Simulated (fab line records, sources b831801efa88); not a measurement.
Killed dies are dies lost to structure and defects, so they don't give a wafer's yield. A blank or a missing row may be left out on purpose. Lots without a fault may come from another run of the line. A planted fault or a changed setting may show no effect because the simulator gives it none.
Which tool did it? | flow sfq_line | 14 lots, 42 wafers sampled, at 5 steps of a route of 325

WHAT THE GAUGES READ, wafer by wafer
SFQ_I6_BOW_MEAS_941.
lot  | measured     | on            | I6_BOW (um)
L376 | day 63 04:50 | film_metro-02 | 19 7 11
L377 | day 63 08:43 | film_metro-03 | 12 18 14
L378 | day 63 10:51 | film_metro-04 | 7 12 -5
L379 | day 63 17:40 | film_metro-04 | 0 21 27
L380 | day 64 06:22 | film_metro-04 | 4 -6 0
L384 | day 70 11:36 | film_metro-04 | -2 -13 -1
L385 | day 71 07:00 | film_metro-03 | -2 -7 3
L392 | day 75 12:50 | film_metro-02 | -4 -6 15
L393 | day 75 16:26 | film_metro-03 | 22 9 12
L394 | day 75 21:11 | film_metro-02 | 14 20 7
L395 | day 76 08:08 | film_metro-03 | 5 -1 1
L396 | day 76 10:34 | film_metro-02 | 2 2 2
L398 | day 76 17:12 | film_metro-03 | 15 2 -1
L399 | day 76 19:06 | film_metro-04 | -3 -3 11

SFQ_M7_RS_MEAS_943: measures by four-point-probe.
lot  | measured     | on            | M7_NB_RS (ohm/sq)
L376 | day 67 22:20 | film_metro-02 | 0.890 0.903 0.903
L377 | day 68 04:22 | film_metro-03 | 0.888 0.885 0.883
L378 | day 68 05:34 | film_metro-01 | 0.900 0.906 0.898
L379 | day 68 15:07 | film_metro-03 | 0.904 0.892 0.897
L380 | day 69 00:46 | film_metro-03 | 0.888 0.882 0.883
L384 | day 70 17:49 | film_metro-02 | 0.828 0.827 0.834
L385 | day 71 11:47 | film_metro-01 | 0.829 0.827 0.828
L392 | day 79 01:49 | film_metro-02 | 0.903 0.907 0.902
L393 | day 79 05:25 | film_metro-02 | 0.890 0.891 0.889
L394 | day 79 11:23 | film_metro-03 | 0.890 0.899 0.894
L395 | day 79 21:12 | film_metro-02 | 0.902 0.900 0.895
L396 | day 79 23:46 | film_metro-01 | 0.881 0.897 0.888
L398 | day 80 03:20 | film_metro-01 | 0.906 0.914 0.908
L399 | day 80 04:32 | film_metro-03 | 0.900 0.892 0.892

WHICH TOOL RAN EACH LOT (tool, then ch and the chambers of the sampled wafers, then the start)
lot  | SFQ_TRILAYER_M6_STRIP_STRIP_163   | SFQ_TRILAYER_I6_VIA_STRIP_STRIP_173 | SFQ_TRILAYER_M7_DEP_SPUTTER_175
L376 | rie_metal-02 ch 0, day 62 22:11   | rie_metal-04 ch 1, day 67 21:26     | pvd_sputter-04, day 67 22:14
L377 | rie_metal-02 ch 0,1, day 63 01:59 | rie_metal-04 ch 0,1, day 68 03:38   | pvd_sputter-04, day 68 04:14
L378 | rie_metal-02 ch 0,1, day 63 04:29 | rie_metal-02 ch 0,1, day 68 04:50   | pvd_sputter-03, day 68 05:26
L379 | rie_metal-02 ch 0,1, day 63 09:05 | rie_metal-04 ch 0,1, day 68 14:14   | pvd_sputter-05, day 68 15:02
L380 | rie_metal-02 ch 0,1, day 64 01:41 | rie_metal-02 ch 0,1, day 68 23:50   | pvd_sputter-03, day 69 00:39
L384 | rie_metal-03 ch 0,1, day 70 07:04 | rie_metal-01 ch 0, day 70 16:18     | pvd_sputter-05, day 70 17:43
L385 | rie_metal-04 ch 0,1, day 71 03:09 | rie_metal-02 ch 0,1, day 71 10:53   | pvd_sputter-05, day 71 11:41
L392 | rie_metal-03 ch 0,1, day 75 09:08 | rie_metal-04 ch 0,1, day 79 01:05   | pvd_sputter-05, day 79 01:41
L393 | rie_metal-04 ch 0,1, day 75 12:44 | rie_metal-04 ch 0,1, day 79 04:41   | pvd_sputter-04, day 79 05:17
L394 | rie_metal-04 ch 0,1, day 75 17:20 | rie_metal-02 ch 0,1, day 79 10:29   | pvd_sputter-05, day 79 11:17
L395 | rie_metal-03 ch 0,1, day 76 04:16 | rie_metal-01 ch 0,1, day 79 20:05   | pvd_sputter-04, day 79 21:05
L396 | rie_metal-04 ch 0,1, day 76 06:52 | rie_metal-04 ch 0,1, day 79 23:02   | pvd_sputter-03, day 79 23:38
L398 | rie_metal-03 ch 0,1, day 76 12:40 | rie_metal-02 ch 0,1, day 80 02:26   | pvd_sputter-05, day 80 03:14
L399 | rie_metal-04 ch 0, day 76 13:52   | rie_metal-04 ch 0,1, day 80 03:38   | pvd_sputter-03, day 80 04:26
- SFQ_TRILAYER_M6_STRIP_STRIP_163: strips in O2.
- SFQ_TRILAYER_I6_VIA_STRIP_STRIP_173: strips in O2.
- SFQ_TRILAYER_M7_DEP_SPUTTER_175: material Nb, target thk 200 nm, time 133.3 s.

WHAT THE TOOLS THEMSELVES READ (means of the sampled wafers that have a number; where no wafer has one, the mark that the record gives instead)
SFQ_TRILAYER_M6_STRIP_STRIP_163.
lot  | tool         | drypump_motor_current_A (A) | oes_product_au (a.u.)
L376 | rie_metal-02 | 5.30                        | 0.995
L377 | rie_metal-02 | 5.28                        | 0.994
L378 | rie_metal-02 | 5.28                        | 0.997
L379 | rie_metal-02 | 5.29                        | 0.998
L380 | rie_metal-02 | 5.28                        | 1.000
L384 | rie_metal-03 | 5.41                        | 1.016
L385 | rie_metal-04 | 5.19                        | 0.999
L392 | rie_metal-03 | 5.43                        | 1.000
L393 | rie_metal-04 | 5.15                        | 1.006
L394 | rie_metal-04 | 5.33                        | 1.008
L395 | rie_metal-03 | 5.09                        | 1.002
L396 | rie_metal-04 | 5.30                        | 0.997
L398 | rie_metal-03 | 5.08                        | 1.011
L399 | rie_metal-04 | 5.03                        | 1.000

SFQ_TRILAYER_I6_VIA_STRIP_STRIP_173.
lot  | tool         | drypump_motor_current_A (A) | oes_product_au (a.u.)
L376 | rie_metal-04 | 5.46                        | 1.001
L377 | rie_metal-04 | 5.29                        | 1.006
L378 | rie_metal-02 | 5.29                        | 0.994
L379 | rie_metal-04 | 5.32                        | 1.008
L380 | rie_metal-02 | 5.28                        | 0.991
L384 | rie_metal-01 | 5.20                        | 1.009
L385 | rie_metal-02 | 5.29                        | 0.994
L392 | rie_metal-04 | 5.31                        | 1.005
L393 | rie_metal-04 | 5.18                        | 0.999
L394 | rie_metal-02 | 5.26                        | 0.985
L395 | rie_metal-01 | 5.32                        | 1.007
L396 | rie_metal-04 | 5.17                        | 1.003
L398 | rie_metal-02 | 5.29                        | 0.996
L399 | rie_metal-04 | 5.33                        | 1.012

SFQ_TRILAYER_M7_DEP_SPUTTER_175.
lot  | tool           | cathode_dc_power_W (W) | throttle_valve_pct (%)
L376 | pvd_sputter-04 | 1999.6                 | 30.9
L377 | pvd_sputter-04 | 2000.1                 | 29.1
L378 | pvd_sputter-03 | 1999.9                 | 30.2
L379 | pvd_sputter-05 | 2000.0                 | 29.9
L380 | pvd_sputter-03 | 2000.2                 | 30.0
L384 | pvd_sputter-05 | 2155.8                 | 29.8
L385 | pvd_sputter-05 | 2155.4                 | 29.8
L392 | pvd_sputter-05 | 1999.9                 | 29.4
L393 | pvd_sputter-04 | 2000.4                 | 30.0
L394 | pvd_sputter-05 | 1999.9                 | 29.5
L395 | pvd_sputter-04 | 1999.7                 | 30.0
L396 | pvd_sputter-03 | 2000.0                 | 29.7
L398 | pvd_sputter-05 | 1999.9                 | 30.2
L399 | pvd_sputter-03 | 1999.8                 | 29.3

THE ANSWER, worked out from the rows above alone
Rule: what is usual is taken from the lots themselves. Put in order of their means at a reading, lots are off if they are a third of the lots or fewer, leave a main group of 4 or more, and stand apart from it by a gap of 3 or more times the standard deviation of the main group's means; of several such gaps the widest counts. A main group whose means are all the same, to the digits that the tables above print for the reading, isn't used. A lot without any number at a reading at which 4 lots or more have one is off too. The other lots that the step has rows for count as sound. The gauges are gone through in route order, then the tools' own readings, and for those a lot's mean is taken as printed above. The first step at which some lot is off is used, and at that step the reading that is off furthest; a lot without a number counts as furthest.
Off: L384, L385, at SFQ_M7_RS_MEAS_943 (M7_NB_RS). The main group: mean 0.896 ohm/sq, standard deviation 0.0073.
A tool fits if, at a process step before that reading, it ran every lot that is off, and no sound lot after the first of them. The gauges at SFQ_M7_RS_MEAS_943 aren't tried: what is off there is off at SFQ_TRILAYER_M7_DEP_SPUTTER_175 too, on other tools, and a gauge's error can't cause that. None of those tried fits.

WHAT THE SIMULATOR HAD PUT IN
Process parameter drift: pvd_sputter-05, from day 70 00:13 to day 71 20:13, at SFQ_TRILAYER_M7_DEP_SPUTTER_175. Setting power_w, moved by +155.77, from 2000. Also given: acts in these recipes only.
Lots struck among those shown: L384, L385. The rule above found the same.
